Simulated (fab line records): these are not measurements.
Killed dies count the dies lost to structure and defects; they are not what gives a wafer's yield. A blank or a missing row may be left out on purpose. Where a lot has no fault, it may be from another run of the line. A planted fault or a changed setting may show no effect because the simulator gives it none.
fab line records	flow sfq_line
record: lots: 6	wafers: 18	last_day: 93
route steps=325 shown L0V@17 M0@28 I0@43 M1@58 M8@325
lots that met no fault: from a run of the same line without faults
start_h: start of the lot's first displayed wafer, in hours after the record's first day	wait_h: hours since the lot's step before	" unchanged from the row above	L1.1+2: one row covering several wafers at once	- no value, or no start was given	* or withheld: withheld	< > ~ a bound
route shown NAME@n: names a module that has steps shown in the file, with the first one's number in the route	usual: mean/standard deviation of fault-free wafers	same: alike in all rows	chamber/n: place in a boat	sites: per-site readings	_std_site: standard deviation across them	_edge_site: inner sites' mean taken away from outer sites' mean	radius_mm: how far each site lies from the wafer's centre	mask NAME#n: copy n	behind: the last tool/chamber to shape the wafer	hold: reason for holding the lot/hours on hold/outcome of the hold	device: names the non-switching transistor (n, p or np)	end of line: the same wafers' tests at the end of the route	for a step that has no rows: nothing shown but its recipe	killed: at the first sort, the dies lost to defects and structure; wafer yield is something else	map: dies across one wafer; x = killed, . = not, _ = none there
set.NAME: the setting the step ran with; set.NAME@STEP: the setting that earlier step ran with	model.NAME: the simulator's own value behind a step, which no gauge read
lots seen at some steps along the route; tables by step, rows by wafer
services: the hour from which a tool's chamber was out of use, counted from the record's first day as start_h (under 0 if before that day), plus the number of hours and why
== steps ==
step: SFQ_TRILAYER_L0_VIA_LITHO_COAT_018
recipe: resist: BARC	spin_rpm: 3000	resist_thk_nm: 62
step: SFQ_TRILAYER_L0_VIA_LITHO_COAT_013
recipe: resist: KrF	spin_rpm: 3000	resist_thk_nm: 650
step: SFQ_TRILAYER_L0_VIA_LITHO_SOFTBAKE_017
recipe: temp_c: withheld	time_s: withheld	resist: KrF
step: SFQ_TRILAYER_L0_VIA_LITHO_EXPOSE_014
recipe: mask_id: L0V	na: 0.6	source_shape: conventional	sigma_outer: 0.65	target_cd_nm: 700	dose_mj: 21.3
step: SFQ_TRILAYER_L0_VIA_LITHO_PEB_016
recipe: peb_temp_c: 115	peb_time_s: 60	resist: KrF
step: SFQ_TRILAYER_L0_VIA_LITHO_DEVELOP_015
recipe: time_s: 60	resist: KrF
step: SFQ_L0V_OVL_MEAS_903
usual: L0V_OVL: 0/5.8
lot.wafer	tool	chamber	start_h	wait_h	L0V_OVL[nm]
L236.1	overlay-01	-	157.86	0.1	2
L236.3	"	-	"	"	9
L236.4	"	-	"	"	-2
L241.2	overlay-02	-	187.33	0.1	-13
L241.3	"	-	"	"	-7
L241.6	"	-	"	"	-12
L243.1	overlay-02	-	205.32	0.1	0
L243.4	"	-	"	"	-6
L243.6	"	-	"	"	-6
L244.1	overlay-01	-	211.46	0.1	-4
L244.2	"	-	"	"	-3
L244.6	"	-	"	"	-1
L246.3	overlay-01	-	221.07	0.1	7
L246.5	"	-	"	"	4
L246.6	"	-	"	"	8
L256.2	overlay-01	-	304.70	0.1	9
L256.5	"	-	"	"	2
L256.6	"	-	"	"	4
step: SFQ_TRILAYER_L0_VIA_BARC_OPEN_VIA_ETCH_021
recipe: mask_material: PR	chemistry: O2	target_depth_nm: 125	target: BARC	source_w: 500	bias_w: 80	pressure_mtorr: 30	time_s: 41.7
usual: chamber_pressure_mTorr: 29.997/0.027	drypump_motor_current_A: 5.8/0.4	oes_product_au: 0.685/0.0046	rf_fwd_power_W: 495.0/2.1
same: time_s: 41.7
lot.wafer	tool	chamber	start_h	wait_h	chamber_pressure_mTorr	drypump_motor_current_A	oes_product_au	rf_fwd_power_W	rf_hours_counter_h
L236.1	rie_diel-03	2	157.90	0.0	29.979	6.3	0.688	493.5	145
L236.3	"	0	"	"	30.040	5.7	0.693	496.4	61
L236.4	"	3	"	"	30.006	4.9	0.679	494.0	152
L241.2	rie_diel-04	3	187.36	0.0	30.047	6.4	0.685	496.9	99
L241.3	"	1	"	"	29.998	5.7	0.681	494.3	7
L241.6	"	2	"	"	30.032	5.3	0.687	492.2	-
L243.1	rie_diel-03	2	205.36	0.0	29.996	6.2	0.679	496.2	146
L243.4	"	2	"	"	29.966	6.3	0.688	496.5	-
L243.6	"	0	"	"	29.978	5.7	0.692	494.1	-
L244.1	rie_diel-02	1	211.50	0.0	30.007	5.8	0.679	496.5	100
L244.2	"	3	"	"	29.994	6.1	0.686	492.1	98
L244.6	"	1	"	"	29.988	5.8	0.691	495.7	-
L246.3	rie_diel-03	2	221.10	0.0	29.989	6.3	0.685	494.2	146
L246.5	"	1	"	"	30.001	5.7	0.687	494.5	-
L246.6	"	0	"	"	30.013	5.7	0.678	495.0	-
L256.2	rie_diel-04	0	304.73	0.0	29.981	5.8	0.687	496.5	20
L256.5	"	0	"	"	29.981	5.8	0.676	497.0	-
L256.6	"	2	"	"	29.966	5.4	0.686	490.4	-
step: SFQ_TRILAYER_L0_VIA_ETCH_VIA_ETCH_016
recipe: target: SiO2	stop_on: MoNx_KI	mask_material: PR	chemistry: CHF3	target_depth_nm: 80	source_w: 500	bias_w: 80	pressure_mtorr: 30	time_s: withheld
usual: chamber_pressure_mTorr: 29.997/0.028	drypump_motor_current_A: 5.8/0.4	oes_product_au: 0.844/0.0072	rf_fwd_power_W: 495.7/2
lot.wafer	tool	chamber	start_h	wait_h	chamber_pressure_mTorr	drypump_motor_current_A	oes_product_au	rf_fwd_power_W
L236.1	rie_diel-03	2	157.94	0.0	30.011	6.3	0.844	496.0
L236.3	"	0	"	"	29.973	5.7	0.858	495.8
L236.4	"	3	"	"	29.988	4.9	0.848	497.4
L241.2	rie_diel-04	3	187.40	0.0	29.978	6.4	0.841	494.2
L241.3	"	1	"	"	29.960	5.7	0.844	495.0
L241.6	"	2	"	"	30.002	5.3	0.838	492.8
L243.1	rie_diel-03	2	205.40	0.0	30.011	6.3	0.838	495.2
L243.4	"	2	"	"	30.000	6.3	0.848	495.0
L243.6	"	0	"	"	29.974	5.7	0.853	495.9
L244.1	rie_diel-02	1	211.54	0.0	29.990	5.8	0.832	498.0
L244.2	"	3	"	"	29.997	6.1	0.835	495.1
L244.6	"	1	"	"	29.984	5.8	0.838	495.7
L246.3	rie_diel-03	2	221.14	0.0	30.027	6.2	0.848	494.7
L246.5	"	1	"	"	30.025	5.7	0.852	496.4
L246.6	"	0	"	"	29.977	5.7	0.844	494.8
L256.2	rie_diel-04	0	304.77	0.0	30.027	5.8	0.842	494.9
L256.5	"	0	"	"	30.026	5.8	0.844	496.0
L256.6	"	2	"	"	30.046	5.3	0.833	493.8
step: SFQ_TRILAYER_L0_VIA_STRIP_STRIP_017
recipe: gas: O2	power_w: 200	platen_temp_c: 40	overash_fraction: 0.65	chemistry: O2	pressure_mtorr: 50
step: SFQ_TRILAYER_L0_VIA_STRIP_SOLV_CLEAN_018
recipe: chemistry: NMP	temp_c: 70	time_s: 600
step: SFQ_TRILAYER_M0_DEP_PRE_CLEAN_020
recipe: gas: Ar	time_s: 15	bias_v: 250
step: SFQ_TRILAYER_M0_DEP_SPUTTER_019
recipe: material: Nb	base_pressure_pa: 1.33e-06	chamber_pressure_pa: 0.1333	substrate_temp_c: 20	resputter_cathode_voltage_v: 400	target_thk_nm: 200	power_w: 2000	time_s: 133.3
usual: throttle_valve_pct: 29.9/0.9
lot.wafer	tool	chamber	start_h	wait_h	throttle_valve_pct	model.Nb_of_TRILAYER_M0_DEP_SPUTTER_019.thk_nm
L236.1	pvd_sputter-05	-	158.78	0.0	29.3	202.3
L236.3	"	-	"	"	30.5	203
L236.4	"	-	"	"	29.7	203.6
L241.2	pvd_sputter-06	-	188.24	0.0	30.9	199.3
L241.3	"	-	"	"	28.4	197.9
L241.6	"	-	"	"	29.7	199.4
L243.1	pvd_sputter-04	-	206.24	0.0	29.1	198.6
L243.4	"	-	"	"	28.7	199.2
L243.6	"	-	"	"	29.3	199.3
L244.1	pvd_sputter-06	-	212.40	0.0	28.4	206.5
L244.2	"	-	"	"	29.9	199
L244.6	"	-	"	"	30.7	199.9
L246.3	pvd_sputter-06	-	221.98	0.0	29.2	208.1
L246.5	"	-	"	"	28.3	204.6
L246.6	"	-	"	"	29.8	197.8
L256.2	pvd_sputter-04	-	305.62	0.0	31.4	200
L256.5	"	-	"	"	29.3	201.2
L256.6	"	-	"	"	31.4	200.1
step: SFQ_M0_RS_MEAS_904
recipe: thk_meas_gauge: four-point-probe	reads: Nb_of_TRILAYER_M0_DEP_SPUTTER_019
usual: M0_NB_RS: 0.891/0.008
lot.wafer	tool	chamber	start_h	wait_h	M0_NB_RS[ohm/sq]
L236.1	film_metro-03	-	158.87	0.0	0.879
L236.3	"	-	"	"	0.876
L236.4	"	-	"	"	0.874
L241.2	film_metro-01	-	188.35	0.1	0.893
L241.3	"	-	"	"	0.901
L241.6	"	-	"	"	0.893
L243.1	film_metro-03	-	206.33	0.0	0.897
L243.4	"	-	"	"	0.895
L243.6	"	-	"	"	0.895
L244.1	film_metro-01	-	212.49	0.0	0.862
L244.2	"	-	"	"	0.894
L244.6	"	-	"	"	0.890
L246.3	film_metro-02	-	222.11	0.1	0.856
L246.5	"	-	"	"	0.872
L246.6	"	-	"	"	0.900
L256.2	film_metro-02	-	305.73	0.1	0.890
L256.5	"	-	"	"	0.882
L256.6	"	-	"	"	0.890
step: SFQ_TRILAYER_M0_LITHO_COAT_026
recipe: resist: BARC	spin_rpm: 3000	resist_thk_nm: 62
step: SFQ_TRILAYER_M0_LITHO_COAT_021
recipe: resist: KrF	spin_rpm: 3000	resist_thk_nm: 600
step: SFQ_TRILAYER_M0_LITHO_SOFTBAKE_025
recipe: temp_c: withheld	time_s: withheld	resist: KrF
step: SFQ_TRILAYER_M0_LITHO_EXPOSE_022
recipe: mask_id: M0	na: 0.6	source_shape: conventional	sigma_outer: 0.65	target_cd_nm: 500	dose_mj: 14.4
step: SFQ_TRILAYER_M0_LITHO_PEB_024
recipe: peb_temp_c: 115	peb_time_s: 60	resist: KrF
step: SFQ_TRILAYER_M0_LITHO_DEVELOP_023
recipe: time_s: 60	resist: KrF
step: SFQ_M0_OVL_MEAS_906
usual: M0_OVL: 2/6
lot.wafer	tool	chamber	start_h	wait_h	M0_OVL[nm]
L236.1	overlay-02	-	241.46	0.1	1
L236.3	"	-	"	"	4
L236.4	"	-	"	"	13
L241.2	overlay-02	-	285.50	0.1	4
L241.3	"	-	"	"	3
L241.6	"	-	"	"	5
L243.1	overlay-02	-	301.10	0.1	5
L243.4	"	-	"	"	-6
L243.6	"	-	"	"	3
L244.1	overlay-02	-	308.30	0.1	-2
L244.2	"	-	"	"	2
L244.6	"	-	"	"	2
L246.3	overlay-02	-	323.91	0.1	0
L246.5	"	-	"	"	1
L246.6	"	-	"	"	0
L256.2	overlay-02	-	450.17	0.1	-2
L256.5	"	-	"	"	-9
L256.6	"	-	"	"	2
step: SFQ_TRILAYER_M0_BARC_OPEN_METAL_ETCH_031
recipe: mask_material: PR	chemistry: O2	target_depth_nm: 125	target: BARC	icp_w: 600	bias_w: 80	pressure_mtorr: 10	time_s: 41.7
usual: chamber_pressure_mTorr: 9.998/0.0091	drypump_motor_current_A: 6.2/0.45	oes_product_au: 0.685/0.0048	rf_fwd_power_W: 591.8/2.8
same: time_s: 41.7
lot.wafer	tool	chamber	start_h	wait_h	chamber_pressure_mTorr	drypump_motor_current_A	oes_product_au	rf_fwd_power_W	rf_hours_counter_h
L236.1	rie_metal-04	0	241.50	0.0	10.003	5.7	0.680	594.7	142
L236.3	"	1	"	"	9.996	6.3	0.686	594.2	-
L236.4	"	0	"	"	9.982	5.7	0.686	596.2	-
L241.2	rie_metal-02	0	285.53	0.0	9.979	6.4	0.681	592.1	136
L241.3	"	0	"	"	10.015	6.4	0.688	593.6	-
L241.6	"	1	"	"	9.972	6.8	0.677	588.5	-
L243.1	rie_metal-04	0	301.13	0.0	10.008	5.7	0.692	591.1	152
L243.4	"	0	"	"	10.010	5.7	0.683	588.0	-
L243.6	"	1	"	"	9.999	6.3	0.679	596.5	-
L244.1	rie_metal-03	1	308.33	0.0	9.987	6.3	0.686	590.8	32
L244.2	"	1	"	"	9.995	6.3	0.687	591.7	-
L244.6	"	1	"	"	10.003	6.3	0.684	589.3	-
L246.3	rie_metal-02	0	323.95	0.0	9.995	6.4	0.689	593.5	-
L246.5	"	0	"	"	10.007	6.4	0.689	596.3	-
L246.6	"	1	"	"	10.002	6.8	0.685	587.9	-
L256.2	rie_metal-04	1	450.22	0.0	9.997	6.2	0.677	596.3	-
L256.5	"	1	"	"	10.008	6.2	0.685	592.7	-
L256.6	"	1	"	"	9.989	6.2	0.679	592.6	-
step: SFQ_TRILAYER_M0_ETCH_METAL_ETCH_024
recipe: target: Nb	stop_on: SiO2	mask_material: PR	chemistry: Cl2/Ar	target_depth_nm: 240	icp_w: 600	bias_w: 80	pressure_mtorr: 10	time_s: 120
usual: chamber_pressure_mTorr: 10.000/0.0082	drypump_motor_current_A: 6.2/0.45	oes_product_au: 0.893/0.0063	rf_fwd_power_W: 596.2/2
same: time_s: 120
lot.wafer	tool	chamber	start_h	wait_h	chamber_pressure_mTorr	drypump_motor_current_A	oes_product_au	rf_fwd_power_W	rf_hours_counter_h	model.etch.depth_nm	model.M0.feature_depth_nm
L236.1	rie_metal-04	0	241.56	0.0	9.993	5.7	0.893	595.7	142	202.3	202.3
L236.3	"	1	"	"	9.998	6.3	0.907	597.2	-	203	203
L236.4	"	0	"	"	9.998	5.7	0.898	594.8	-	203.6	203.6
L241.2	rie_metal-02	0	285.59	0.0	10.006	6.4	0.892	595.9	136	199.3	199.3
L241.3	"	0	"	"	10.000	6.4	0.890	595.2	-	197.9	197.9
L241.6	"	1	"	"	9.998	6.8	0.890	595.6	-	199.4	199.4
L243.1	rie_metal-04	0	301.19	0.0	9.992	5.7	0.900	595.2	152	198.6	198.6
L243.4	"	0	"	"	9.997	5.7	0.886	596.1	-	199.2	199.2
L243.6	"	1	"	"	10.003	6.2	0.896	602.4	-	199.3	199.3
L244.1	rie_metal-03	1	308.45	0.1	10.008	6.3	0.903	594.8	32	206.5	206.5
L244.2	"	1	"	"	10.008	6.3	0.895	596.9	-	199	199
L244.6	"	1	"	"	10.019	6.3	0.901	597.1	-	199.9	199.9
L246.3	rie_metal-02	0	324.03	0.1	9.996	6.4	0.911	597.6	-	208.1	208.1
L246.5	"	0	"	"	9.985	6.4	0.913	599.2	-	204.6	204.6
L246.6	"	1	"	"	10.004	6.8	0.888	595.3	-	197.8	197.8
L256.2	rie_metal-04	1	450.36	0.1	10.015	6.2	0.893	597.0	-	200	200
L256.5	"	1	"	"	10.005	6.2	0.896	599.3	-	201.2	201.2
L256.6	"	1	"	"	10.003	6.3	0.891	596.3	-	200.1	200.1
step: SFQ_TRILAYER_M0_STRIP_STRIP_025
recipe: gas: O2	power_w: 200	platen_temp_c: 40	overash_fraction: 0.65	chemistry: O2	pressure_mtorr: 50
step: SFQ_TRILAYER_M0_STRIP_SOLV_CLEAN_026
recipe: chemistry: NMP	temp_c: 70	time_s: 600
step: SFQ_TRILAYER_I0_DEP_PECVD_027
recipe: material: SiO2	temp_c: 150	time_s: 111.11	pressure_torr: 2.4	rf_w: 183.3	precursor: SiH4/N2O	target_thk_nm: 500
usual: chamber_pressure_Torr: 2.401/0.005	heater_power_w: 81/11	rf_fwd_power_W: 182.4/0.57	throttle_valve_pct: 24.7/1.2
same: time_s: 111.11
lot.wafer	tool	chamber	start_h	wait_h	chamber_pressure_Torr	heater_power_w	rf_fwd_power_W	throttle_valve_pct
L236.1	pecvd-02	1	242.46	0.0	2.405	59	182.7	23.5
L236.3	"	2	"	"	2.400	73	182.4	22.9
L236.4	"	0	"	"	2.403	106	182.1	23.8
L241.2	pecvd-04	0	286.49	0.0	2.403	90	182.4	25.3
L241.3	"	2	"	"	2.394	77	182.9	26.6
L241.6	"	0	"	"	2.406	91	182.1	25.1
L243.1	pecvd-02	2	302.09	0.0	2.399	71	183.2	22.9
L243.4	"	1	"	"	2.399	58	182.0	23.9
L243.6	"	0	"	"	2.401	100	182.7	23.8
L244.1	pecvd-03	0	310.08	0.0	2.395	102	181.3	25.2
L244.2	"	2	"	"	2.398	77	182.8	23.1
L244.6	"	1	"	"	2.400	78	182.6	23.5
L246.3	pecvd-04	2	324.89	0.0	2.398	67	182.1	26.8
L246.5	"	1	"	"	2.400	75	182.0	25.1
L246.6	"	0	"	"	2.404	90	181.7	25.4
L256.2	pecvd-03	1	452.12	0.0	2.404	82	183.0	23.8
L256.5	"	0	"	"	2.386	85	183.2	25.5
L256.6	"	2	"	"	2.403	82	182.9	22.8
step: SFQ_TRILAYER_I0_CMP_CMP_028
recipe: material: SiO2	down_force_psi: 3	platen_rpm: 60	pad_velocity_m_s: 0.94248
usual: head_pressure_psi: 2.999/0.0065	motor_current_A: 10.5/1.2	time_to_endpoint_s: 216/6.7
lot.wafer	tool	chamber	start_h	wait_h	head_pressure_psi	motor_current_A	time_to_endpoint_s
L236.4	cmp-01	1	242.54	0.0	3.002	10.7	223
L236.1	"	2	"	"	3.004	11.3	217
L236.3	"	0	244.04	1.5	2.998	11.3	217
L241.3	cmp-01	2	286.57	0.0	2.999	11.1	212
L241.2	"	3	"	"	2.988	8.6	209
L241.6	"	3	289.07	2.5	3.000	8.4	216
L243.4	cmp-02	0	302.17	0.0	2.985	13.5	220
L243.1	"	1	"	"	2.996	9.2	224
L243.6	"	1	304.67	2.5	2.994	9.6	224
L244.1	cmp-01	1	310.16	0.0	2.996	11.0	210
L244.2	"	2	"	"	3.001	11.2	211
L244.6	"	1	312.16	2.0	2.996	10.7	214
L246.3	cmp-02	3	325.47	0.5	3.001	10.2	211
L246.5	"	2	326.97	2.0	2.993	9.9	233
L246.6	"	3	"	"	3.006	9.6	216
L256.2	cmp-02	2	453.20	1.0	2.999	9.6	207
L256.6	"	0	454.20	2.0	3.006	13.0	218
L256.5	"	1	"	"	2.999	9.6	212
step: SFQ_I0_BOW_MEAS_907
recipe: mode: bow
usual: I0_BOW: 1/7.2
lot.wafer	tool	chamber	start_h	wait_h	I0_BOW[um]
L236.1	film_metro-03	-	245.54	2.0	1
L236.3	"	-	"	"	-1
L236.4	"	-	"	"	-15
L241.2	film_metro-04	-	289.59	2.0	-9
L241.3	"	-	"	"	-4
L241.6	"	-	"	"	-10
L243.1	film_metro-03	-	305.17	2.0	3
L243.4	"	-	"	"	-6
L243.6	"	-	"	"	6
L244.1	film_metro-04	-	313.16	2.5	-10
L244.2	"	-	"	"	12
L244.6	"	-	"	"	-3
L246.3	film_metro-03	-	328.01	2.0	0
L246.5	"	-	"	"	0
L246.6	"	-	"	"	-11
L256.2	film_metro-04	-	455.22	1.5	-1
L256.5	"	-	"	"	15
L256.6	"	-	"	"	4
step: SFQ_TRILAYER_I0_METRO_MEASURE_029
step: SFQ_TRILAYER_I0_VIA_LITHO_COAT_036
recipe: resist: BARC	spin_rpm: 3000	resist_thk_nm: 62
step: SFQ_TRILAYER_I0_VIA_LITHO_COAT_031
recipe: resist: KrF	spin_rpm: 3000	resist_thk_nm: 650
step: SFQ_TRILAYER_I0_VIA_LITHO_SOFTBAKE_035
recipe: temp_c: withheld	time_s: withheld	resist: KrF
step: SFQ_TRILAYER_I0_VIA_LITHO_EXPOSE_032
recipe: mask_id: I0	na: 0.6	source_shape: conventional	sigma_outer: 0.65	target_cd_nm: 500	dose_mj: 21.3
step: SFQ_TRILAYER_I0_VIA_LITHO_PEB_034
recipe: peb_temp_c: 115	peb_time_s: 60	resist: KrF
step: SFQ_TRILAYER_I0_VIA_LITHO_DEVELOP_033
recipe: time_s: 60	resist: KrF
step: SFQ_I0_OVL_MEAS_908
usual: I0_OVL: 3/5
lot.wafer	tool	chamber	start_h	wait_h	I0_OVL[nm]
L236.1	overlay-01	-	357.94	0.1	0
L236.3	"	-	"	"	2
L236.4	"	-	"	"	1
L241.2	overlay-01	-	426.44	0.1	15
L241.3	"	-	"	"	10
L241.6	"	-	"	"	11
L243.1	overlay-01	-	451.49	0.1	-4
L243.4	"	-	"	"	-2
L243.6	"	-	"	"	2
L244.1	overlay-01	-	457.49	0.1	-5
L244.2	"	-	"	"	-3
L244.6	"	-	"	"	-4
L246.3	overlay-02	-	472.43	0.1	5
L246.5	"	-	"	"	2
L246.6	"	-	"	"	6
L256.2	overlay-02	-	619.41	0.1	9
L256.5	"	-	"	"	8
L256.6	"	-	"	"	11
step: SFQ_TRILAYER_I0_VIA_BARC_OPEN_VIA_ETCH_046
recipe: mask_material: PR	chemistry: O2	target_depth_nm: 125	target: BARC	source_w: 500	bias_w: 80	pressure_mtorr: 30	time_s: 41.7
step: SFQ_TRILAYER_I0_VIA_ETCH_VIA_ETCH_034
recipe: target: SiO2	stop_on: Nb	mask_material: PR	taper_deg: 20	chemistry: CHF3	target_depth_nm: 260	source_w: 500	bias_w: 80	pressure_mtorr: 30	time_s: withheld
step: SFQ_TRILAYER_I0_VIA_STRIP_STRIP_035
recipe: gas: O2	power_w: 200	platen_temp_c: 40	overash_fraction: 0.65	chemistry: O2	pressure_mtorr: 50
step: SFQ_TRILAYER_I0_VIA_STRIP_SOLV_CLEAN_036
recipe: chemistry: NMP	temp_c: 70	time_s: 600
step: SFQ_TRILAYER_M1_DEP_PRE_CLEAN_038
recipe: gas: Ar	time_s: 22.5	bias_v: 250
step: SFQ_M8_BOW_MEAS_951
recipe: mode: bow
usual: M8_BOW: 8/12
lot.wafer	tool	chamber	start_h	wait_h	M8_BOW[um]	model.etest.m0.ohm_um	model.etest.i0.link_ohm	model.etest.m0.ohm_sq
L236.1	film_metro-02	-	2093.01	0.0	23	1.77	1.958	0.8795
L236.3	"	-	"	"	20	1.761	1.968	0.8765
L236.4	"	-	"	"	6	1.755	1.971	0.8737
L241.2	film_metro-04	-	2136.49	0.0	-6	1.781	1.985	0.8925
L241.3	"	-	"	"	0	1.791	1.987	0.8992
L241.6	"	-	"	"	-7	1.787	1.988	0.8921
L243.1	film_metro-03	-	2143.79	0.0	21	1.807	1.965	0.8957
L243.4	"	-	"	"	11	1.795	1.955	0.8932
L243.6	"	-	"	"	21	1.794	1.956	0.8928
L244.1	film_metro-03	-	2146.19	0.0	20	1.718	1.937	0.8617
L244.2	"	-	"	"	42	1.786	1.957	0.8939
L244.6	"	-	"	"	25	1.772	1.948	0.89
L246.3	film_metro-03	-	2154.65	0.0	-3	1.702	1.933	0.8551
L246.5	"	-	"	"	-3	1.737	1.964	0.8696
L246.6	"	-	"	"	-16	1.8	1.991	0.8995
L256.2	film_metro-02	-	2223.81	0.0	16	1.783	1.987	0.8897
L256.5	"	-	"	"	31	1.764	1.969	0.8843
L256.6	"	-	"	"	21	1.784	1.972	0.8892
== services ==
tool	chamber	start_h	hours	kind
cmp-01	-	139.71	1.6	repair
rie_diel-04	0	145.51	11.0	repair
pvd_sputter-06	-	154.71	1.1	repair
cmp-02	-	165.30	3.0	repair
rie_metal-04	-	165.69	2.8	pm
rie_diel-04	-	201.55	4.3	pm
rie_diel-04	0	236.49	2.2	repair
rie_diel-04	3	239.77	9.3	repair
rie_diel-04	-	259.37	1.1	repair
rie_diel-04	0	292.23	2.4	repair
rie_diel-04	1	304.55	6.9	repair
rie_diel-04	3	306.82	3.1	repair
rie_diel-03	3	316.84	4.3	repair
rie_diel-03	1	331.99	37.0	repair
rie_diel-04	0	359.06	4.8	repair
rie_metal-04	-	388.99	1.4	pm
rie_diel-04	1	402.10	2.8	repair
rie_diel-04	2	405.75	17.4	repair
rie_diel-04	-	419.59	2.7	repair
rie_diel-03	2	421.35	7.3	repair
rie_diel-03	0	423.01	6.0	repair
rie_diel-04	2	427.87	19.5	repair
rie_diel-03	-	431.58	14.6	pm
rie_diel-04	1	440.79	9.8	repair
== key ==
first_sign: step: SFQ_M0_RS_MEAS_904	reading: M0_NB_RS	direction: down	sigmas: 3.4	usual: 0.891	struck: 0.863
effect none on later readings
model_effect: step: SFQ_TRILAYER_M0_DEP_SPUTTER_019	value: Nb_of_TRILAYER_M0_DEP_SPUTTER_019.thk_nm	without: 197.6	struck: 206.4
model_effect: step: SFQ_TRILAYER_M0_ETCH_METAL_ETCH_024	value: etch.depth_nm	without: 197.6	struck: 206.4
model_effect: step: SFQ_M8_BOW_MEAS_951	value: etest.m0.ohm_um	without: 1.795	struck: 1.719
met_at SFQ_TRILAYER_M0_DEP_SPUTTER_019
struck_wafers L244.1,L246.3,L246.5
onset_between 188.24 212.40
fault: kind: process_parameter_drift	tool: pvd_sputter-06	chamber: -	onset_h: 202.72	steps: SFQ_TRILAYER_M0_DEP_SPUTTER_019	channel: target_thk_nm	offset: 8.7663	shape: step	end_h: 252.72	scope: struck_wafers_only	acts_in: these_recipes_only	stated: 200
